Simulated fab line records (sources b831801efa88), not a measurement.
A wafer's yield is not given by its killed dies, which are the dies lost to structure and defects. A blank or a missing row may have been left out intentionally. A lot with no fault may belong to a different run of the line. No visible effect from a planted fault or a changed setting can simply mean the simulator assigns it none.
Which tool was responsible? | flow sky130 | 13 lots, 38 wafers sampled, at 5 steps of a route of 708

== WHAT EACH GAUGE READ, for each wafer ==
SKY_NWELL_OVL_MEAS_23.
lot  | measured     | on         | NWELL_01_OVL (nm)
L978 | day 5 04:31  | overlay-01 | 0.4 -0.5 0.9
L979 | day 5 11:10  | overlay-02 | -0.2 0.0 0.4
L980 | day 6 00:44  | overlay-02 | 1.5 0.5 1.2
L981 | day 6 05:00  | overlay-01 | -0.7 0.5 -1.3
L982 | day 6 12:45  | overlay-02 | 1.9 2.8 -0.4
L983 | day 6 16:56  | overlay-01 | 0.6 1.5 0.5
L984 | day 6 22:06  | overlay-02 | 1.8 -0.4 0.8
L985 | day 7 01:33  | overlay-01 | -1.8 -1.2 -1.1
L986 | day 7 09:51  | overlay-01 | -0.9 0.3 -3.0
L990 | day 8 08:22  | overlay-01 | -2.3 -1.8
L997 | day 10 04:46 | overlay-02 | 2.7 1.0 0.8
L999 | day 10 14:40 | overlay-02 | 2.9 2.0 -0.5
L100 | day 10 17:20 | overlay-01 | -0.9 -2.3 -1.6

SKY_VT_ADJUST_HVTP_CD_MEAS_07: target cd 380 nm.
lot  | measured     | on        | cd_nm (nm)
L978 | day 5 23:47  | cd_sem-01 | 375.5 377.4 375.3
L979 | day 6 05:59  | cd_sem-01 | 377.7 377.7 377.8
L980 | day 6 20:18  | cd_sem-01 | 382.0 378.1 382.7
L981 | day 7 00:16  | cd_sem-01 | 377.7 381.2 380.8
L982 | day 7 09:08  | cd_sem-01 | 379.9 379.1 379.2
L983 | day 7 13:28  | cd_sem-02 | 377.3 377.5 378.6
L984 | day 7 18:59  | cd_sem-01 | 381.8 382.0 381.2
L985 | day 7 21:50  | cd_sem-02 | 379.0 377.9 379.2
L986 | day 8 06:23  | cd_sem-02 | 374.4 375.5 377.0
L990 | day 9 07:03  | cd_sem-02 | 258.0 382.3
L997 | day 11 04:03 | cd_sem-02 | 385.2 382.0 384.9
L999 | day 11 14:30 | cd_sem-01 | 378.3 382.6 380.8
L100 | day 11 17:24 | cd_sem-01 | 376.7 377.7 378.1

SKY_VT_ADJUST_LVTN_OVL_MEAS_07.
lot  | measured     | on         | VT_ADJUST_LVTN_OVL (nm)
L978 | day 6 18:31  | overlay-01 | -1.4 0.4 -0.5
L979 | day 7 01:13  | overlay-02 | 3.5 1.1 2.0
L980 | day 7 16:28  | overlay-01 | -0.3 -0.1 0.5
L981 | day 7 20:05  | overlay-01 | -0.6 -0.2 -1.4
L982 | day 8 05:30  | overlay-02 | 0.8 0.5 1.3
L983 | day 8 09:54  | overlay-02 | 1.9 2.2 6.2
L984 | day 8 16:15  | overlay-02 | -1.6 -1.9 -0.8
L985 | day 8 19:09  | overlay-01 | -3.4 -1.7 -1.6
L986 | day 9 04:31  | overlay-02 | 2.5 3.3 0.8
L990 | day 10 04:11 | overlay-02 | 1.9 1.3
L997 | day 12 04:26 | overlay-01 | 1.5 2.9 -0.1
L999 | day 12 15:03 | overlay-02 | -0.5 -1.9 -1.4
L100 | day 12 17:49 | overlay-01 | -0.7 0.0 -1.0

== EACH LOT AND THE TOOL THAT RAN IT (in order: tool; ch and the chambers of the sampled wafers; start) ==
lot  | SKY_NWELL_STRIP_14                  | SKY_VT_ADJUST_HVTP_DEVELOP_06
L978 | plasma_asher-01 ch 0,1, day 4 11:31 | litho_track-03 ch 0, day 5 23:38
L979 | plasma_asher-02 ch 0,1, day 4 17:13 | litho_track-01 ch 0, day 6 05:50
L980 | plasma_asher-01 ch 0,1, day 5 06:16 | litho_track-04 ch 0, day 6 20:09
L981 | plasma_asher-02 ch 0,1, day 5 10:35 | litho_track-01 ch 0, day 7 00:07
L982 | plasma_asher-01 ch 0,1, day 5 18:01 | litho_track-01 ch 0, day 7 08:59
L983 | plasma_asher-03 ch 0,1, day 5 22:11 | litho_track-04 ch 0, day 7 13:19
L984 | plasma_asher-01 ch 0,1, day 6 03:17 | litho_track-03 ch 0, day 7 18:50
L985 | plasma_asher-01 ch 0,1, day 6 07:05 | litho_track-01 ch 0, day 7 21:41
L986 | plasma_asher-01 ch 0,1, day 6 14:11 | litho_track-03 ch 0, day 8 06:14
L990 | plasma_asher-03 ch 1, day 7 11:53   | litho_track-03 ch 0, day 9 06:55
L997 | plasma_asher-02 ch 0,1, day 9 07:25 | litho_track-04 ch 0, day 11 03:51
L999 | plasma_asher-02 ch 0,1, day 9 17:34 | litho_track-04 ch 0, day 11 14:21
L100 | plasma_asher-01 ch 0,1, day 9 19:23 | litho_track-04 ch 0, day 11 17:15
- SKY_NWELL_STRIP_14: strips in O2/N2.
- SKY_VT_ADJUST_HVTP_DEVELOP_06: develop time 60 s.

== AS READ BY THE TOOLS THEMSELVES (means over the sampled wafers that have a number; for cases with no such wafer, the mark the record gives instead) ==
SKY_NWELL_STRIP_14.
lot  | tool            | drypump_motor_current_A (A) | n2_flow_sccm (sccm) | oes_product_au (a.u.) | strip_time_to_endpoint_s (s)
L978 | plasma_asher-01 | 5.28                        | 300.7               | 0.721                 | 36.89
L979 | plasma_asher-02 | 5.31                        | 300.2               | 0.722                 | 36.94
L980 | plasma_asher-01 | 5.41                        | 298.9               | 0.725                 | 36.89
L981 | plasma_asher-02 | 5.31                        | 300.5               | 0.722                 | 36.87
L982 | plasma_asher-01 | 5.40                        | 299.9               | 0.723                 | 36.89
L983 | plasma_asher-03 | 5.12                        | 299.9               | 0.722                 | 36.85
L984 | plasma_asher-01 | 5.29                        | 299.4               | 0.719                 | 36.89
L985 | plasma_asher-01 | 5.29                        | 299.5               | 0.722                 | 36.89
L986 | plasma_asher-01 | 5.43                        | 300.3               | 0.722                 | 36.88
L990 | plasma_asher-03 | 4.92                        | 299.6               | 0.722                 | 36.86
L997 | plasma_asher-02 | 5.31                        | 299.7               | 0.723                 | 36.83
L999 | plasma_asher-02 | 5.49                        | 300.1               | 0.720                 | 36.85
L100 | plasma_asher-01 | 5.30                        | 299.9               | 0.727                 | 36.76

== THE ANSWER, worked out from the rows above alone ==
Rule: usual is defined by the lots themselves. The widest of any qualifying gaps counts: lots, ordered by their means at a reading, are off when they make up no more than a third of the lots, leave a main group of 4 or more, and stand apart from it by 3 or more times the standard deviation of that group's means. A main group whose means are all the same, to the digits that the tables above print for the reading, isn't used. A lot without any number at a reading at which 4 lots or more have one is off too. All remaining lots with rows at the step are treated as sound. The gauges are gone through in route order, then the tools' own readings, and for those a lot's mean is taken as printed above. The first step at which some lot is off is used, and at that step the reading that is off furthest; a lot without a number counts as furthest.
Off: L990, at SKY_VT_ADJUST_HVTP_CD_MEAS_07 (cd_nm). Mean 379.2 nm and standard deviation 2.3 in the main group.
If a tool, at a process step before that reading, ran all the lots that are off and no sound lot after the first of them, it fits. Those tools and the gauges at SKY_VT_ADJUST_HVTP_CD_MEAS_07 are tried in the same way. Can't be told from this: 2 tools fit, plasma_asher-03 at SKY_NWELL_STRIP_14, litho_track-03 at SKY_VT_ADJUST_HVTP_DEVELOP_06.

== WHAT THE SIMULATOR PUT IN ==
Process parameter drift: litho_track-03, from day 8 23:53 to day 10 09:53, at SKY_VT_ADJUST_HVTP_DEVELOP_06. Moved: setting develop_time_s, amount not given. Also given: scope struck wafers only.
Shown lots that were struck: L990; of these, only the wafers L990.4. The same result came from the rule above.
